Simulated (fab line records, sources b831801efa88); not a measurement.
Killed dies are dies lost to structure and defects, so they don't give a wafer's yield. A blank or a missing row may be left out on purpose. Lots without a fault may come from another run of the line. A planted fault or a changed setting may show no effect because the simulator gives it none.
fab line records | flow gf180mcu
record lots=6 wafers=18 last_day=34
route steps=602 shown M4@457
lots that met no fault: from a run of the same line without faults
start_h: hours from the record's first day to the start of the lot's first wafer shown | wait_h: hours since the lot's step before | " the same as in the row above | L1.1+2: a row that stands for several wafers | - no value, or no start given | * or withheld: withheld | < > ~ a bound
route shown NAME@n: a module of which the file shows steps, and the number in the route of the first | usual: mean/standard deviation of fault-free wafers | same: alike in all rows | chamber/n: place in a boat | sites: the reading at each site | _std_site: their standard deviation | _edge_site: outer sites' mean less inner sites' | radius_mm: how far each site lies from the wafer's centre | mask NAME#n: copy n | behind: the tool/chamber that last shaped the wafer | hold: why the lot was held/for how many hours/how that ended | device: the transistor (n, p or np) that didn't switch | end of line: the same wafers' tests at the end of the route | a step without rows: its recipe alone | killed: dies lost to structure and defects at the first sort, not the wafer's yield | map: a wafer's dies, x killed, . not, _ none there
set.NAME: the setting as run; set.NAME@STEP: as run at that earlier step | model.NAME: the simulator's own value behind a step, which no gauge read
lots at some steps of the route; a table a step, a row a wafer
services: from which hour (start_h, from the record's first day; less than 0 if before it) a tool's chamber was out of use, for how many hours, and why
## steps
# step GF_M4_SPUTTER_01
# recipe material=TiN target_thk_nm=30 power_w=6500 time_s=25 chamber_pressure_pa=0.4
# usual cathode_dc_power_W=6500.0/1.1 chamber_pressure_pa=0.4001/0.00098 throttle_valve_pct=29.8/0.95
# columns lot.wafer tool chamber start_h wait_h cathode_dc_power_W chamber_pressure_pa throttle_valve_pct
L161.1 pvd_sputter-02 - 581.34 0.1 6499.7 0.3995 31.5
L161.2 " - " " 6501.2 0.4003 31.5
L161.3 " - " " 6500.6 0.4015 29.7
L164.1 pvd_sputter-03 - 605.32 0.1 6499.5 0.4002 30.9
L164.4 " - " " 6500.3 0.4003 30.6
L164.6 " - " " 6499.7 0.4014 30.7
L165.2 pvd_sputter-02 - 616.26 0.1 6498.3 0.3981 31.4
L165.3 " - " " 6500.1 0.3984 31.5
L165.4 " - " " 6497.9 0.4005 29.5
L166.2 pvd_sputter-02 - 620.91 0.1 6500.0 0.4024 31.6
L166.4 " - " " 6496.6 0.4002 29.6
L166.6 " - " " 6500.7 0.3995 29.9
L169.2 pvd_sputter-01 - 636.21 0.1 6499.2 0.4016 30.8
L169.4 " - " " 6499.2 0.3989 28.9
L169.5 " - " " 6499.5 0.4010 30.9
L174.2 pvd_sputter-01 - 677.87 0.1 6500.3 0.4000 29.0
L174.3 " - " " 6501.6 0.3995 31.0
L174.4 " - " " 6500.7 0.3999 28.9
# step GF_M4_SPUTTER_02
# recipe material=AlCu target_thk_nm=450 power_w=10600 time_s=23.9 chamber_pressure_pa=0.4
# usual cathode_dc_power_W=10600/1.7 chamber_pressure_pa=0.3999/0.00083 throttle_valve_pct=29.8/0.96
# columns lot.wafer tool chamber start_h wait_h cathode_dc_power_W chamber_pressure_pa throttle_valve_pct
L161.1 pvd_sputter-02 - 581.37 0.0 10599 0.4003 31.6
L161.2 " - " " 10599 0.3988 31.4
L161.3 " - " " 10601 0.3995 29.4
L164.1 pvd_sputter-03 - 605.36 0.0 10603 0.4003 31.0
L164.4 " - " " 10599 0.4007 30.5
L164.6 " - " " 10600 0.4013 31.1
L165.2 pvd_sputter-02 - 616.29 0.0 10601 0.3987 31.1
L165.3 " - " " 10600 0.4017 31.7
L165.4 " - " " 10600 0.4004 29.4
L166.2 pvd_sputter-02 - 620.94 0.0 10602 0.4001 31.3
L166.4 " - " " 10600 0.4000 29.7
L166.6 " - " " 10602 0.3999 29.8
L169.2 pvd_sputter-01 - 636.24 0.0 10598 0.3983 30.9
L169.4 " - " " 10599 0.4005 29.0
L169.5 " - " " 10600 0.4001 30.6
L174.2 pvd_sputter-01 - 677.90 0.0 10602 0.4002 29.3
L174.3 " - " " 10600 0.4008 30.5
L174.4 " - " " 10598 0.4000 28.8
# step GF_M4_SPUTTER_03
# recipe material=Ti target_thk_nm=10 substrate_temp_c=300 chamber_pressure_pa=0.3 power_w=3000 time_s=6.7
# usual cathode_dc_power_W=3000.0/0.54 chamber_pressure_pa=0.3000/0.00076 throttle_valve_pct=29.8/0.96
# columns lot.wafer tool chamber start_h wait_h cathode_dc_power_W chamber_pressure_pa throttle_valve_pct
L161.1 pvd_sputter-02 - 581.40 0.0 3000.6 0.2989 31.6
L161.2 " - " " 3000.1 0.2995 31.6
L161.3 " - " " 3000.1 0.2996 29.4
L164.1 pvd_sputter-03 - 605.39 0.0 3000.3 0.2996 30.9
L164.4 " - " " 3000.4 0.3000 30.8
L164.6 " - " " 3000.5 0.2991 31.0
L165.2 pvd_sputter-02 - 616.32 0.0 3000.2 0.2992 31.3
L165.3 " - " " 3001.7 0.2997 31.6
L165.4 " - " " 2999.8 0.3004 29.3
L166.2 pvd_sputter-02 - 620.97 0.0 2999.9 0.2999 31.5
L166.4 " - " " 3000.2 0.3002 29.9
L166.6 " - " " 2999.1 0.3001 29.9
L169.2 pvd_sputter-01 - 636.27 0.0 2999.7 0.2997 30.8
L169.4 " - " " 2999.1 0.3008 28.8
L169.5 " - " " 3000.2 0.3000 30.6
L174.2 pvd_sputter-01 - 677.93 0.0 3001.2 0.2995 28.9
L174.3 " - " " 3000.0 0.2996 31.0
L174.4 " - " " 2999.7 0.2997 28.7
# step GF_M4_SPUTTER_04
# recipe material=TiN target_thk_nm=50 power_w=6500 time_s=41.7 chamber_pressure_pa=0.4
# usual cathode_dc_power_W=6499.9/1.2 chamber_pressure_pa=0.4001/0.00085 throttle_valve_pct=29.8/0.95
# columns lot.wafer tool chamber start_h wait_h cathode_dc_power_W chamber_pressure_pa throttle_valve_pct
L161.1 pvd_sputter-02 - 581.42 0.0 6499.9 0.4013 31.2
L161.2 " - " " 6499.1 0.4001 31.4
L161.3 " - " " 6502.0 0.4003 29.5
L164.1 pvd_sputter-03 - 605.41 0.0 6499.3 0.3993 30.8
L164.4 " - " " 6500.7 0.3991 30.7
L164.6 " - " " 6497.3 0.3995 30.9
L165.2 pvd_sputter-02 - 616.34 0.0 6497.8 0.4010 31.1
L165.3 " - " " 6500.3 0.3996 31.6
L165.4 " - " " 6497.7 0.3994 29.4
L166.2 pvd_sputter-02 - 620.99 0.0 6501.1 0.3992 31.4
L166.4 " - " " 6499.9 0.3993 29.9
L166.6 " - " " 6500.4 0.4003 29.7
L169.2 pvd_sputter-01 - 636.29 0.0 6500.9 0.3999 30.7
L169.4 " - " " 6499.4 0.3998 28.9
L169.5 " - " " 6499.0 0.4004 31.0
L174.2 pvd_sputter-01 - 677.95 0.0 6498.8 0.4012 29.0
L174.3 " - " " 6498.7 0.4007 30.8
L174.4 " - " " 6498.8 0.4013 28.7
# step GF_M4_RS_MEAS_05
# recipe thk_meas_gauge=four-point-probe reads=TiN_of_M4_SPUTTER_04+Ti_of_M4_SPUTTER_03+AlCu_of_M4_SPUTTER_02+TiN_of_M4_SPUTTER_01+Ti_of_M4_SPUTTER_00
# usual M4_ALCU_RS=0.0693/0.00067
# columns lot.wafer tool chamber start_h wait_h M4_ALCU_RS[ohm/sq]
L161.1 film_metro-03 - 581.46 0.0 0.0691
L161.2 " - " " 0.0692
L161.3 " - " " 0.0706
L164.1 film_metro-03 - 605.45 0.0 0.0688
L164.4 " - " " 0.0689
L164.6 " - " " 0.0688
L165.2 film_metro-01 - 616.40 0.0 0.0704
L165.3 " - " " 0.0702
L165.4 " - " " 0.0713
L166.2 film_metro-01 - 621.05 0.0 0.0706
L166.4 " - " " 0.0692
L166.6 " - " " 0.0688
L169.2 film_metro-04 - 636.35 0.0 0.0690
L169.4 " - " " 0.0689
L169.5 " - " " 0.0684
L174.2 film_metro-04 - 678.01 0.0 0.0691
L174.3 " - " " 0.0691
L174.4 " - " " 0.0679
# step GF_M4_THK_MEAS_06
# recipe thk_meas_gauge=xrf reads=AlCu_of_M4_SPUTTER_02
# usual M4_ALCU_THK=459/5.9
# columns lot.wafer tool chamber start_h wait_h M4_ALCU_THK[nm]
L161.1 film_metro-03 - 581.58 0.1 452
L161.2 " - " " 453
L161.3 " - " " 443
L164.1 film_metro-03 - 605.57 0.1 456
L164.4 " - " " 457
L164.6 " - " " 458
L165.2 film_metro-01 - 616.51 0.1 456
L165.3 " - " " 458
L165.4 " - " " 450
L166.2 film_metro-01 - 621.16 0.1 456
L166.4 " - " " 462
L166.6 " - " " 467
L169.2 film_metro-04 - 636.46 0.1 463
L169.4 " - " " 463
L169.5 " - " " 463
L174.2 film_metro-04 - 678.12 0.1 462
L174.3 " - " " 460
L174.4 " - " " 468
# step GF_M4_DEHYDRATE_07
# recipe temp_c=200 time_s=60
# step GF_M4_HMDS_08
# recipe prime_time_s=60 prime_temp_c=120
# step GF_M4_COAT_09
# recipe resist=KrF spin_rpm=withheld resist_thk_nm=1000
# step GF_M4_SOFTBAKE_10
# recipe temp_c=130 time_s=60 resist=KrF
# step GF_M4_EXPOSE_11
# recipe mask_id=Metal4 target_cd_nm=280 na=0.68 source_shape=conventional sigma_outer=0.6 dose_mj=28
# step GF_M4_PEB_12
# recipe peb_temp_c=135 peb_time_s=90 resist=KrF
# step GF_M4_DEVELOP_13
# recipe develop_time_s=60 dev_temp_c=21
# usual chill_plate_temp_C=22.97/0.099 develop_time_s=60/0 resist_line_temp_C=23.01/0.12
# columns lot.wafer tool chamber start_h wait_h chill_plate_temp_C develop_time_s resist_line_temp_C model.KrF_of_M4_COAT_09.thk_nm
L161.1 litho_track-04 0 602.15 0.2 22.99 60 22.92 985.6
L161.2 " 0 " " 23.05 60 23.12 984.5
L161.3 " 0 " " 22.91 60 23.25 986.1
L164.1 litho_track-02 - 626.93 0.2 - - - 1004
L164.4 " - " " - - - 1002
L164.6 " - " " - - - 1002
L165.2 litho_track-01 - 636.91 0.2 - - - 1005
L165.3 " - " " - - - 1007
L165.4 " - " " - - - 1008
L166.2 litho_track-02 0 641.16 0.2 22.93 60 23.08 993.7
L166.4 " 0 " " 23.07 60 23.16 992.8
L166.6 " 0 " " 22.91 60 23.21 993.2
L169.2 litho_track-04 0 655.47 0.2 22.94 60 22.97 990.6
L169.4 " 0 " " 23.08 60 23.13 991.3
L169.5 " 0 " " 22.91 60 22.99 986.1
L174.2 litho_track-02 0 696.16 0.2 22.91 60 23.17 987.2
L174.3 " 0 " " 22.99 60 22.99 988.7
L174.4 " 0 " " 22.92 60 22.98 988.9
# step GF_M4_CD_MEAS_14
# recipe target_cd_nm=280
# usual cd_nm=280.0/0.9
# columns lot.wafer tool chamber start_h wait_h cd_nm
L161.1 cd_sem-01 - 602.30 0.1 279.8
L161.2 " - " " 280.1
L161.3 " - " " 279.7
L164.1 cd_sem-01 - 627.08 0.1 -
L164.4 " - " " -
L164.6 " - " " -
L165.2 cd_sem-01 - 637.05 0.1 -
L165.3 " - " " -
L165.4 " - " " -
L166.2 cd_sem-02 - 641.30 0.1 281.3
L166.4 " - " " 279.6
L166.6 " - " " 281.7
L169.2 cd_sem-02 - 655.62 0.1 279.1
L169.4 " - " " 280.4
L169.5 " - " " 279.7
L174.2 cd_sem-02 - 696.30 0.1 281.3
L174.3 " - " " 282.7
L174.4 " - " " 281.6
## services
# columns tool chamber start_h hours kind
pvd_sputter-02 - 562.09 8.7 repair
pvd_sputter-02 - 573.82 4.9 repair
pvd_sputter-01 3 585.88 - consumable_replace:kit
pvd_sputter-01 3 585.88 18.0 scheduled_down
pvd_sputter-01 3 585.88 18.0 vent_cycle
litho_track-01 - 593.06 - consumable_replace:filter
pvd_sputter-02 - 634.06 3.1 repair
pvd_sputter-03 2 635.17 - consumable_replace:kit
pvd_sputter-03 2 635.17 18.0 scheduled_down
pvd_sputter-03 2 635.17 18.0 vent_cycle
pvd_sputter-03 - 645.80 3.4 repair
pvd_sputter-02 - 657.05 11.6 repair
pvd_sputter-02 - 662.86 3.9 repair
pvd_sputter-02 - 676.05 4.9 repair
## key
first_sign step=GF_M4_DEVELOP_13 reading=tool_record direction=missing
effect none on later readings
model_effect step=GF_M4_DEVELOP_13 value=KrF_of_M4_COAT_09.thk_nm without=989.7 struck=1005
met_at GF_M4_DEVELOP_13
struck_wafers L164.1,L164.4,L164.6,L165.2,L165.3,L165.4
later_rows_left_out L164.1,L164.4,L164.6,L165.2,L165.3,L165.4
sort_left_out L164.1,L164.4,L164.6,L165.2,L165.3,L165.4
fault kind=skipped_step_whole tool=litho_track-01,litho_track-02 chamber=- onset_h=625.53 steps=GF_M4_DEVELOP_13 scope=struck_lots_only
# sort_left_out: the simulated sort isn't trusted on such a fault, so these wafers' sort isn't shown, and their yield isn't known
# later_rows_left_out: the simulator's readings of these wafers behind a module that went badly wrong aren't trusted and aren't shown, but for the sort
